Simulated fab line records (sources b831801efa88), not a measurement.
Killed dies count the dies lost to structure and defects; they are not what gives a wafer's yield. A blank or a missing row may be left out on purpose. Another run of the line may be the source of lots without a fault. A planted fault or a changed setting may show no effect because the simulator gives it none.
Which tool is to blame?    flow sky130    14 lots, 42 wafers sampled, at 3 steps of a route of 708

WHAT THE GAUGES READ, wafer by wafer
SKY_VIA4_RS_MEAS_19: measures by four-point-probe. Usual: VIA4_W_RS 0.226 ohm/sq, standard deviation 0.0033.
lot   measured      on             VIA4_W_RS (ohm/sq)  flag
L562  day 42 23:43  film-metro-03  0.225 0.224 0.226   
L563  day 43 08:50  film-metro-04  0.227 0.227 0.229   
L565  day 44 01:04  film-metro-04  0.232 0.228 0.230   
L566  day 44 14:04  film-metro-02  0.220 0.222 0.220   
L568  day 45 02:01  film-metro-04  0.226 0.221 0.224   
L574  day 46 09:52  film-metro-02  0.228 0.230 0.228   
L576  day 46 13:29  film-metro-04  0.228 0.228 0.227   
L575  day 46 16:05  film-metro-04  0.228 0.225 0.223   
L577  day 47 02:47  film-metro-04  0.226 0.224 0.225   
L579  day 47 12:14  film-metro-03  0.226 0.229 0.221   
L580  day 47 21:25  film-metro-04  0.228 0.227 0.230   
L582  day 48 07:16  film-metro-03  0.225 0.228 0.226   
L583  day 48 13:52  film-metro-04  0.225 0.226 0.228   
L584  day 48 16:43  film-metro-02  0.226 0.226 0.227   

WHICH TOOL RAN EACH LOT (tool, then ch and the chambers of the sampled wafers, then the start)
lot   SKY_VIA4_STRIP_13                     SKY_VIA4_CVD_18
L562  plasma-asher-04 ch 0,1, day 42 22:53  cvd-w-02 ch 0,1, day 42 23:34
L563  plasma-asher-04 ch 0,1, day 43 08:01  cvd-w-01 ch 0, day 43 08:40
L565  plasma-asher-02 ch 0,1, day 44 00:13  cvd-w-01 ch 0, day 44 00:54
L566  plasma-asher-03 ch 0,1, day 44 13:07  cvd-w-02 ch 1, day 44 13:46
L568  plasma-asher-02 ch 0,1, day 45 01:10  cvd-w-02 ch 0,1, day 45 01:51
L574  plasma-asher-03 ch 0,1, day 46 08:53  cvd-w-01 ch 0, day 46 09:37
L576  plasma-asher-03 ch 0,1, day 46 12:40  cvd-w-01 ch 1, day 46 13:19
L575  plasma-asher-03 ch 0,1, day 46 15:17  cvd-w-02 ch 0,1, day 46 15:56
L577  plasma-asher-03 ch 0,1, day 47 01:58  cvd-w-01 ch 0,1, day 47 02:38
L579  plasma-asher-04 ch 0,1, day 47 11:26  cvd-w-02 ch 0,1, day 47 12:05
L580  plasma-asher-03 ch 0,1, day 47 20:37  cvd-w-01 ch 0,1, day 47 21:16
L582  plasma-asher-03 ch 0,1, day 48 06:28  cvd-w-01 ch 0,1, day 48 07:07
L583  plasma-asher-04 ch 0,1, day 48 13:04  cvd-w-01 ch 0,1, day 48 13:43
L584  plasma-asher-03 ch 0,1, day 48 15:49  cvd-w-02 ch 0, day 48 16:33
- SKY_VIA4_STRIP_13: strips in O2/N2.
- SKY_VIA4_CVD_18: deposits W, target thk 505 nm, time 152.14 s.

AS READ BY THE TOOLS THEMSELVES (means over the sampled wafers that have a number; for cases with no such wafer, the mark the record gives instead)
SKY_VIA4_STRIP_13. Usual: drypump-motor-current-A 5.5 A, standard deviation 0.44; oes-product-au 0.709 a.u., standard deviation 0.0046; strip-time-to-endpoint-s 12.809 s, standard deviation 0.027.
lot   tool             drypump-motor-current-A (A)  oes-product-au (a.u.)  strip-time-to-endpoint-s (s)  flag
L562  plasma-asher-04  5.7                          0.709                  12.794                        
L563  plasma-asher-04  5.7                          0.708                  12.823                        
L565  plasma-asher-02  5.9                          0.709                  12.817                        
L566  plasma-asher-03  5.4                          0.709                  12.866                        
L568  plasma-asher-02  5.9                          0.711                  12.787                        
L574  plasma-asher-03  5.5                          0.707                  12.789                        
L576  plasma-asher-03  5.5                          0.711                  12.792                        
L575  plasma-asher-03  5.2                          0.705                  12.807                        
L577  plasma-asher-03  5.4                          0.705                  12.830                        
L579  plasma-asher-04  5.5                          0.708                  12.810                        
L580  plasma-asher-03  5.2                          0.710                  12.802                        
L582  plasma-asher-03  5.2                          0.720                  12.816                        
L583  plasma-asher-04  5.7                          0.708                  12.807                        
L584  plasma-asher-03  5.5                          0.711                  12.810                        

SKY_VIA4_CVD_18. Usual: heater-power-w 832 W, standard deviation 83; susceptor-temp-C 400.02 C, standard deviation 0.2.
lot   tool      heater-power-w (W)  susceptor-temp-C (C)  flag
L562  cvd-w-02  929                 399.95                
L563  cvd-w-01  800                 400.19                
L565  cvd-w-01  794                 399.89                
L566  cvd-w-02  888                 400.07                
L568  cvd-w-02  937                 399.93                
L574  cvd-w-01  796                 399.84                
L576  cvd-w-01  746                 399.85                
L575  cvd-w-02  917                 400.12                
L577  cvd-w-01  762                 399.79                
L579  cvd-w-02  932                 399.98                
L580  cvd-w-01  770                 400.08                
L582  cvd-w-01  780                 399.93                
L583  cvd-w-01  784                 400.06                
L584  cvd-w-02  981                 399.95                

THE ANSWER, worked out from the rows above alone
Rule: lot off if the mean of its wafers having a number is beyond 3 standard deviations from the usual mean. Also off: a lot with no number at a reading for which 4 or more lots have one. Any other lot the step has rows for is counted as sound. Order of review: gauges by route order, followed by the tools' own readings, for which a lot's mean as printed above is used. At the first step where some lot is off, the reading lying furthest off is the one used; lots without a number count as furthest.
Across all readings shown, no lot is off: no conclusion can be drawn from this.

WHAT WAS PUT IN BY THE SIMULATOR
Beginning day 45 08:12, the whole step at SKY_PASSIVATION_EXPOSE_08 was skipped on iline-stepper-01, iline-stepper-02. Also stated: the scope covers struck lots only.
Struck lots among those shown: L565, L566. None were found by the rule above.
